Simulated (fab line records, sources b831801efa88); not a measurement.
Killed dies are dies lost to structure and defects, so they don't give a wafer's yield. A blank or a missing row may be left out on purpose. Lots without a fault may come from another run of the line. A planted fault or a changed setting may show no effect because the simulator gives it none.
Problem report in the 8D (eight disciplines) form, filled by code | flow sky130 | the parts of the form that need people (team, actions taken, sign-off) are left out

1. THE PROBLEM
killed_at_contacts at SKY_PAD_OPEN_PROBE_99 reads a mean of 64 on 6 wafers of 2 lots; wafers without a fault read 23 with a standard deviation of 5.1. That is +8.1 standard deviations from the usual mean.
First seen on wafer L689.3, day 47 15:26, on prober-01. The record holds 15 wafers of 5 lots with a number at this step. Rule for "out", or "out of limits": more than 4 standard deviations from the usual mean. The other wafers with a number count as sound.

2. WHAT IT IS AND WHAT IT IS NOT
question                    | is                     | is not
which readings at this step | killed_at_contacts     | killed_at_M0_to_M3, killed_at_M4_up, killed_at_front_end, killed_at_other, killed_open
which lots                  | L689, L690             | L699, L701, L704
which wafers of those lots  | all that have a number | -
read on which tools         | prober-01, prober-02   | -
when                        | from day 47 15:26      | up to then (0 sound wafers); but 9 sound wafers of L699, L701, L704 came after

3. SUSPECTS, AND WHAT RULES EACH OUT
Counting: a tool at a process step up to the reading stays a suspect if it ran every lot that is out and no sound lot after the first of them.
- wet_bench-01 at SKY_CONTACT_CLEAN_21 (cleans in IPA, time 180 s): ruled out as a lasting fault. Sound lots L699 ran on it after its first lot that is out, L689 (day 34 08:06).
- pecvd-03 at SKY_PASSIVATION_CVD_00 (deposits SiO2, target thk 90 nm): ruled out as a lasting fault. Sound lots L699 ran on it after its first lot that is out, L689 (day 45 22:44).
Left after counting: nothing in the record.

4. THE CAUSE (what the simulator had put in)
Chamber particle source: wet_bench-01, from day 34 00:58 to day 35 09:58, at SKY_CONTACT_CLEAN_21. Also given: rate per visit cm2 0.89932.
Counting ruled it out, wrongly: the rule takes a fault to strike every lot that its tool runs from its start on, and this one did not.

5. THE CHAIN OF EFFECTS, in route order
Each row: a reading whose mean over the struck wafers that have a number lies more than 3 standard deviations from the usual. Only readings for which the record gives a usual standard deviation are gone through. hours: the time from each lot's start at the first step in this table that gives one to its start at this step, as a median over the lots. sigmas: the change in usual standard deviations.
hours | step                  | reading            | usual | on struck wafers | change | sigmas
0     | SKY_PAD_OPEN_PROBE_99 | killed_at_contacts | 23    | 64               | +42    | +8.1
0     | SKY_PAD_OPEN_PROBE_99 | killed_dies        | 86    | 121              | +35    | +3.9
The process steps in it:
- SKY_PAD_OPEN_PROBE_99

6. WHAT WOULD HAVE CAUGHT IT SOONER
In this record the first reading out of limits was taken at day 47 15:26, 326 hours after the fault began at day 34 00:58.
